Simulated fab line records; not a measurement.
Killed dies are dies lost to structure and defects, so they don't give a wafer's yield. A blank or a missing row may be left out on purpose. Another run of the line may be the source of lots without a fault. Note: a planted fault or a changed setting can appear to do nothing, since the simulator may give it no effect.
Comparing a struck lot with a sound one + flow sky130 + 18 out of 708 route steps
Sound: wafers L540.3, L540.4, L540.5. Struck: wafer L549.3 (left out: L549.1, L549.4 of the same lot, which were not struck); the cause appears at the end.
For every step that has rows: the tool of each side, followed by ch and its chambers, followed by its first start. Under that, the readings that differ: sound wafers + struck wafers + difference of the means + sigmas: that difference in standard deviations of wafers without a fault.
alike: readings with means less than 2 such deviations apart, plus words and numbers identical on both sides. not compared: withheld readings, readings lacking a value on some wafer, bounds such as >300 that could conceal the same value, and numbers that have no deviation in the record and whose values overlap.
The two part at a step that has a row with sigmas, a row that says differs or no value, or rows on one side only. Numbers that have no deviation but don't overlap get no sigmas and don't part them. A reading that every wafer of one side lacks parts them only if that side has two wafers or more.

first, 2 steps without rows for these wafers: SKY_CONTACT_PEB_12; SKY_CONTACT_DEVELOP_13 (develop time 60 s).
SKY_CONTACT_CD_MEAS_14: target cd 170 nm.
  sound: cd_sem-02 at day 33 01:40; struck: cd_sem-02 at day 36 00:42
  alike: cd_nm
SKY_CONTACT_OVL_MEAS_15:
  sound: overlay-01 at day 33 01:46; struck: overlay-01 at day 36 00:49
| reading          | sound     | struck | difference | sigmas |
|------------------|-----------|--------|------------|--------|
| CONTACT_OVL (nm) | -12 -5 -9 | 3      | +12        | +3     |
SKY_CONTACT_ETCH_16: etches BARC in N2/H2, stops on SiO2, time 45.9 s, target depth 60 nm.
  sound on rie_diel-03 ch 1,3, day 33 01:47; struck on rie_diel-02 ch 1, day 36 00:51
  alike: drypump_motor_current_A, oes_product_au, rf_fwd_power_W, throttle_valve_pct
  not compared: rf_hours_counter_h
SKY_CONTACT_ETCH_17: etches SiO2 in C4F8/O2/Ar, stops on Si3N4, target depth 340 nm.
  sound on rie_diel-03 ch 1,3, day 33 01:50; struck on rie_diel-02 ch 1, day 36 00:53
  alike: oes_product_au, rf_fwd_power_W
then, 1 step without rows for these wafers: SKY_CONTACT_ETCH_18 (etches Si3N4 in CHF3/O2, stops on TiN, time 39 s, target depth 75 nm).
SKY_CONTACT_STRIP_19: strips in O2/N2.
  sound on plasma_asher-02 ch 0,1, day 33 01:57; struck on plasma_asher-03 ch 1, day 36 00:59
| reading                      | sound             | struck | difference | sigmas |
|------------------------------|-------------------|--------|------------|--------|
| o2_flow_sccm (sccm)          | 2987 3002 2981    | 3018   | +28        | +3     |
| strip_time_to_endpoint_s (s) | 3.652 3.650 3.641 | 3.579  | -0.069     | -2     |
  alike: drypump_motor_current_A, oes_product_au
  not compared: rf_hours_counter_h
then, 3 steps without rows for these wafers: SKY_CONTACT_STRIP_20 (strips in post etch residue remover, time 1200 s); SKY_CONTACT_CLEAN_21 (cleans in IPA, time 180 s); SKY_CONTACT_CLEAN_22 (cleans in O3/DIW).
SKY_CONTACT_SPUTTER_23: material TiN, target thk 20 nm, time 80 s.
  sound: pvd_sputter-02 at day 33 02:31; struck: pvd_sputter-02 at day 36 01:35
  alike: throttle_valve_pct
SKY_CONTACT_CVD_24: deposits W, target thk 340 nm, time 102.12 s.
  sound on cvd_w-02 ch 0,1, day 33 02:37; struck on cvd_w-01 ch 1, day 36 01:38
| reading                               | sound             | struck | difference | sigmas |
|---------------------------------------|-------------------|--------|------------|--------|
| model.W_of_CONTACT_CVD_24.thk_nm (nm) | 350.7 341.3 341.9 | 406.2  | +61.6      |        |
  alike: chamber_pressure_Torr, heater_power_w
SKY_CONTACT_RS_MEAS_25: measures by four-point-probe.
  sound: film_metro-03 at day 33 02:44; struck: film_metro-03 at day 36 01:45
| reading               | sound             | struck | difference | sigmas |
|-----------------------|-------------------|--------|------------|--------|
| CONTACT_W_RS (ohm/sq) | 0.327 0.337 0.336 | 0.282  | -0.051     | -9     |
SKY_CONTACT_THK_MEAS_26: measures by xrf.
  sound: film_metro-03 at day 33 02:50; struck: film_metro-03 at day 36 01:52
| reading            | sound       | struck | difference | sigmas |
|--------------------|-------------|--------|------------|--------|
| CONTACT_W_THK (nm) | 357 348 350 | 419    | +67        | +8     |
SKY_CONTACT_CMP_27: polishes, stops on SiO2, t overpolish 15 s, target thk 0 nm.
  sound on cmp-01 ch 0,3, day 33 02:52; struck on cmp-01 ch 2, day 36 01:56
| reading                | sound    | struck | difference | sigmas |
|------------------------|----------|--------|------------|--------|
| time_to_endpoint_s (s) | 79 82 84 | 99     | +17        | +4     |
  alike: motor_current_A, retaining_ring_pressure_frac
SKY_METAL1_SPUTTER_00: material Ti, target thk 15 nm, time 10 s.
  sound: pvd_sputter-01 at day 33 03:10; struck: pvd_sputter-03 at day 36 02:14
  alike: throttle_valve_pct
-- the record jumps here: 13 days lie between the struck wafers' starts before and after (it left off in module METAL1 and takes up again in module PAD_OPEN, whose first step shown is number 708 of the route) --
SKY_PAD_OPEN_PROBE_99:
  record: rows for the struck wafers here (prober-02, day 49 04:19), none for the sound ones

WHERE THEY PART
Last at SKY_PAD_OPEN_PROBE_99 as far as this record goes, first at SKY_CONTACT_OVL_MEAS_15.

WHY: what the simulator had put in
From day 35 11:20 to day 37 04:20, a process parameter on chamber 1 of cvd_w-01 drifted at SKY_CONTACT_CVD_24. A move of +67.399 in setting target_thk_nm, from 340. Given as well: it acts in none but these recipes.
